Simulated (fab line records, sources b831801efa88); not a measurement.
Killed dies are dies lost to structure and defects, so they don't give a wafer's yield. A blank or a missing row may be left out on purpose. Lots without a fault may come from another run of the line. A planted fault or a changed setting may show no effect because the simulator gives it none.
A struck lot beside a sound one | flow sky130 | 20 steps out of a route of 708
Sound: wafers L836.2, L836.3, L836.4. Struck: wafers L850.2, L850.4, L850.5. The cause comes at the end.
At each step with rows: each side's tool, then ch and its chambers, then its first start. Under that, the readings that differ: sound wafers | struck wafers | difference of the means | sigmas: that difference in standard deviations of wafers without a fault.
alike: readings whose means differ by less than 2 such deviations, and words and numbers that are the same on both sides. not compared: withheld readings, readings that some wafer has no value for, bounds like >300 that may hide the same value, and numbers for which the record gives no deviation and whose values overlap.
The two part at a step that has a row with sigmas, a row that says differs or no value, or rows on one side only. Numbers that don't overlap but have no deviation are shown without sigmas and don't part them. A reading that every wafer of one side lacks parts them only if that side has two wafers or more.

SKY_RES_PROTECT_STRIP_07: strips in O2/N2.
  sound on plasma_asher-03 ch 0,1, day 15 23:25; struck on plasma_asher-04 ch 0,1, day 21 08:34
  alike: drypump_motor_current_A, oes_product_au, strip_time_to_endpoint_s
  not compared: rf_hours_counter_h
SKY_RES_PROTECT_TW_MEAS_08:
  sound on film_metro-03, day 15 23:31; struck on film_metro-04, day 21 08:40
  alike: POLY_GATE_TW
then, 2 steps without rows for these wafers: SKY_RES_PROTECT_CLEAN_09 (cleans in SC1/SC2, time 150 s); SKY_POLY_GATE_CVD_03 (deposits Si3N4 from DCS/NH3, target thk 75 nm, time 1290 s).
SKY_POLY_GATE_THK_MEAS_04:
  sound on film_metro-04, day 16 00:59; struck on film_metro-02, day 21 10:08
  alike: POLY_GATE_CVD_03_THK
then, 7 steps without rows for these wafers: SKY_POLY_GATE_DEHYDRATE_05 (time 60 s); SKY_POLY_GATE_HMDS_06 (prime time 60 s); SKY_POLY_GATE_COAT_07 (resist thk 110 nm); SKY_POLY_GATE_COAT_08 (resist thk 450 nm); SKY_POLY_GATE_SOFTBAKE_09 (time 90 s); SKY_POLY_GATE_EXPOSE_10 (exposes mask P1M, target cd 150 nm); SKY_POLY_GATE_PEB_11.
SKY_POLY_GATE_DEVELOP_12: develop time 60 s.
  sound on litho_track-03 ch 0, day 17 04:00; struck on litho_track-03 ch 0, day 22 16:00
  alike: chill_plate_temp_C, resist_line_temp_C
SKY_POLY_GATE_CD_MEAS_13: target cd 150 nm.
  sound on cd_sem-01, day 17 04:49; struck on cd_sem-02, day 22 16:36
  reading    | sound             | struck            | difference | sigmas
  cd_nm (nm) | 151.1 149.4 149.4 | 141.9 142.1 142.8 | -7.7       | -5
SKY_POLY_GATE_OVL_MEAS_14:
  sound on overlay-02, day 17 04:55; struck on overlay-01, day 22 16:43
  alike: POLY_GATE_OVL
SKY_POLY_GATE_ETCH_15: etches BARC in N2/H2, stops on SiO2, time 118.5 s, target depth 110 nm.
  sound on rie_diel-02 ch 1,2, day 17 04:56; struck on rie_diel-03 ch 0,1,3, day 22 16:44
  reading                    | sound           | struck            | difference | sigmas
  model.POLY_GATE.cd_nm (nm) | 148.5 146.6 147 | 141.9 141.7 140.4 | -6.0       |
  alike: drypump_motor_current_A, oes_product_au, rf_fwd_power_W, throttle_valve_pct
  not compared: rf_hours_counter_h
SKY_POLY_GATE_ETCH_16: etches Si3N4 in CH3F/O2, stops on poly-Si, time 147.5 s, target depth 75 nm.
  sound on rie_diel-02 ch 1,2, day 17 05:01; struck on rie_diel-03 ch 0,1,3, day 22 16:49
  alike: drypump_motor_current_A, oes_product_au, rf_fwd_power_W, throttle_valve_pct
  not compared: rf_hours_counter_h
SKY_POLY_GATE_ETCH_17: etches poly-Si in HBr/Cl2, stops on SiO2, target depth 180 nm, time 70.5 s.
  sound on rie_si-01 ch 1,2,3, day 17 05:07; struck on rie_si-02 ch 0,1,2, day 22 16:55
  reading                    | sound             | struck          | difference | sigmas
  model.POLY_GATE.cd_nm (nm) | 147.9 145.6 147.1 | 142.2 142 140.7 | -5.2       |
  alike: drypump_motor_current_A, oes_product_au, rf_fwd_power_W, throttle_valve_pct
  not compared: rf_hours_counter_h
SKY_POLY_GATE_STRIP_18: strips in O2/N2.
  sound on plasma_asher-02 ch 0,1, day 17 05:11; struck on plasma_asher-04 ch 0, day 22 16:59
  alike: drypump_motor_current_A, oes_product_au, strip_time_to_endpoint_s
  not compared: rf_hours_counter_h
-- the record jumps here: 27 days lie between the struck wafers' starts before and after (it left off in module POLY_GATE and takes up again in module PAD_OPEN, whose first step shown is number 708 of the route) --
SKY_PAD_OPEN_PROBE_99:
  sound on prober-02, day 46 08:50; struck on prober-02, day 49 22:02
  reading                                 | sound             | struck            | difference | sigmas
  model.etest.pfet_01v8.r_on_ohm_um       | 2860 2851 2850    | 2663 2719 2685    | -165       |
  model.etest.res_poly.line_ohm_um        | 519.7 536.4 524   | 572.2 564.5 577.3 | +44.6      |
  model.etest.sonos_uncharged.r_on_ohm_um | 811.3 794 811.9   | 774 781.7 770.5   | -30        |
  model.etest.pfet_01v8.drive_ua_um       | 199.1 197.7 196.5 | 212.4 209.1 211.1 | +13.1      |
  model.etest.pfet_01v8_hvt.drive_ua_um   | 146.8 147.7 146.6 | 158.4 157.8 158.6 | +11.2      |
  model.etest.res_xhigh_po.width_nm (nm)  | 349.9 345.5 347.5 | 342.9 344.8 341.5 | -4.6       |
  model.etest.res_poly.width_nm (nm)      | 92.72 90.51 92.13 | 87.01 86.73 86.05 | -5.19      |
  alike: killed_at_M0_to_M3, killed_at_M4_up, killed_at_contacts, killed_at_front_end, killed_at_other, killed_dies, killed_open, killed_short
  not compared: model.etest.nfet_01v8.r_on_ohm_um

WHERE THEY PART
Only at SKY_POLY_GATE_CD_MEAS_13, within this record. Later steps at which nothing parts them and some readings are alike: SKY_POLY_GATE_OVL_MEAS_14, SKY_POLY_GATE_ETCH_15, SKY_POLY_GATE_ETCH_16, SKY_POLY_GATE_ETCH_17, SKY_POLY_GATE_STRIP_18, SKY_PAD_OPEN_PROBE_99.

WHY: what the simulator had put in
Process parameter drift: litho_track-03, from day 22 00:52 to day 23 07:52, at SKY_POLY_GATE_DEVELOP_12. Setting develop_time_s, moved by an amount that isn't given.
